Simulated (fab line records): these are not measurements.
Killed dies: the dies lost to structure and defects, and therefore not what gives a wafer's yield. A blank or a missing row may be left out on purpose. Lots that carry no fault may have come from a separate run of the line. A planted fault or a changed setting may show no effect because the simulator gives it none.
Check for tools in common	flow sky130	11 lots, 39 wafers sampled

== WHY THIS WAS OPENED ==
2 of 11 lots carry a flag on the reading VT_ADJUST_NCORE_TW at SKY_VT_ADJUST_NCORE_TW_MEAS_11. Fault-free wafers read 220.8, with a standard deviation of 1.1.
Rule: a lot is flagged in two cases, either no wafer of it has a number, or all its wafers with numbers fall more than 4 standard deviations from that mean. As for the other lots, they are considered sound.

lot	measured	on	VT_ADJUST_NCORE_TW, wafer by wafer	flag
L352	day 9 08:52	film metro-03	222.2 220.7 220.3	
L354	day 9 10:25	film metro-03	220.9 220.4 220.8	
L353	day 9 10:42	film metro-02	218.8 217.9 219.2	
L355	day 9 11:53	film metro-02	217.7 218.3 219.9	
L357	day 10 03:59	film metro-01	222.0 222.0 221.4	
L358	day 10 11:18	film metro-02	219.3 219.7 219.3	
L361	day 11 03:38	film metro-02	219.9 219.1 220.7	
L362	day 11 13:26	film metro-01	220.0 220.6 220.5	
L369	day 13 14:06	film metro-03	215.3 216.3 215.7 215.3 214.4 215.7	FLAGGED
L371	day 14 05:25	film metro-01	215.0 214.8 213.7 214.7 214.4 215.4	FLAGGED
L375	day 15 15:24	film metro-01	221.9 220.5 221.5	
Average over the flagged lots: 215.1; offset from the usual -5.7, equal to -5 standard deviations.

== LOT BY LOT: THE TOOL USED ==
The record holds 3 process steps before the reading, out of a route of 708 steps. Each cell gives the tool, then ch followed by the chambers the sampled wafers passed through, then the start.
lot	flag	SKY_FIELD_ISO_CMP_27	SKY_VT_ADJUST_LVTN_STRIP_20	SKY_VT_ADJUST_NCORE_IMPLANT_09
L352		cmp-01 ch 0,1,3, day 3 00:56	plasma asher-02 ch 0,1, day 8 11:35	implanter-01 ch 0, day 9 08:38
L354		cmp-02 ch 1,2, day 3 01:21	plasma asher-02 ch 0,1, day 8 13:32	implanter-04 ch 0, day 9 10:12
L353		cmp-01 ch 0,1, day 3 01:18	plasma asher-04 ch 0,1, day 8 13:40	implanter-03 ch 0, day 9 10:27
L355		cmp-01 ch 1,2, day 3 02:29	plasma asher-04 ch 0,1, day 8 15:02	implanter-01 ch 0, day 9 11:40
L357		cmp-01 ch 0,2,3, day 3 12:33	plasma asher-02 ch 0,1, day 9 05:48	implanter-01 ch 0, day 10 03:44
L358		cmp-01 ch 0,1, day 3 19:04	plasma asher-01 ch 0,1, day 9 13:29	implanter-01 ch 0, day 10 11:05
L361		cmp-01 ch 2,3, day 4 08:41	plasma asher-02 ch 0,1, day 10 04:42	implanter-03 ch 0, day 11 03:26
L362		cmp-02 ch 0,1,3, day 4 16:14	plasma asher-01 ch 0,1, day 10 13:50	implanter-04 ch 0, day 11 13:13
L369	FLAGGED	cmp-02 ch 0,1,2, day 6 01:28	plasma asher-04 ch 0,1, day 12 12:00	implanter-01 ch 0, day 13 13:51
L371	FLAGGED	cmp-01 ch 0,1,2, day 6 13:05	plasma asher-04 ch 0,1, day 13 02:57	implanter-01 ch 0, day 14 05:10
L375		cmp-02 ch 0,2,3, day 7 16:10	plasma asher-02 ch 0,1, day 14 12:50	implanter-04 ch 0, day 15 15:09
These steps, and what they do:
- SKY_FIELD_ISO_CMP_27: polishes, stops on Si3N4, t overpolish 16 s, target thk 457.8 nm.
- SKY_VT_ADJUST_LVTN_STRIP_20: strips in O2/N2.
- SKY_VT_ADJUST_NCORE_IMPLANT_09
- SKY_VT_ADJUST_NCORE_TW_MEAS_11

== FLAGGED AGAINST TOTAL, ONE TOOL AT A TIME (gauges that did the reading follow at the end) ==
step	tool	lots run	flagged	share of the flagged lots	sound lots run after its first flagged lot
SKY_FIELD_ISO_CMP_27	cmp-01	7	1	some	0
SKY_FIELD_ISO_CMP_27	cmp-02	4	1	some	1 (L375)
SKY_VT_ADJUST_LVTN_STRIP_20	plasma asher-01	2	0	none	-
SKY_VT_ADJUST_LVTN_STRIP_20	plasma asher-02	5	0	none	-
SKY_VT_ADJUST_LVTN_STRIP_20	plasma asher-04	4	2	all	0
SKY_VT_ADJUST_NCORE_IMPLANT_09	implanter-01	6	2	all	0
SKY_VT_ADJUST_NCORE_IMPLANT_09	implanter-03	2	0	none	-
SKY_VT_ADJUST_NCORE_IMPLANT_09	implanter-04	3	0	none	-
SKY_VT_ADJUST_NCORE_TW_MEAS_11	film metro-01	4	1	some	1 (L375)
SKY_VT_ADJUST_NCORE_TW_MEAS_11	film metro-02	4	0	none	-
SKY_VT_ADJUST_NCORE_TW_MEAS_11	film metro-03	3	1	some	0

== THE TABLE: WHAT IT ALLOWS ==
Rows of the table that ran all the flagged lots, 2 in number: plasma asher-04 at SKY_VT_ADJUST_LVTN_STRIP_20; implanter-01 at SKY_VT_ADJUST_NCORE_IMPLANT_09.
- plasma asher-04 at SKY_VT_ADJUST_LVTN_STRIP_20: 2 of its 4 lots flagged. Last sound lot L355 at day 8 15:02, first flagged lot L369 at day 12 12:00; a fault beginning in between fits.
- implanter-01 at SKY_VT_ADJUST_NCORE_IMPLANT_09: 2 of its 6 lots flagged. Last sound lot L358 at day 10 11:05, first flagged lot L369 at day 13 13:51; a fault beginning in between fits. Its own readings (dose ions cm2) fall more than 4 standard deviations out on all wafers of the flagged lots.
Counting lots can't tell these 2 tools apart, because each fits a fault that began at some hour. More lots, or a look at what each step does to the wafer, might.

== WHAT WAS PUT IN BY THE SIMULATOR ==
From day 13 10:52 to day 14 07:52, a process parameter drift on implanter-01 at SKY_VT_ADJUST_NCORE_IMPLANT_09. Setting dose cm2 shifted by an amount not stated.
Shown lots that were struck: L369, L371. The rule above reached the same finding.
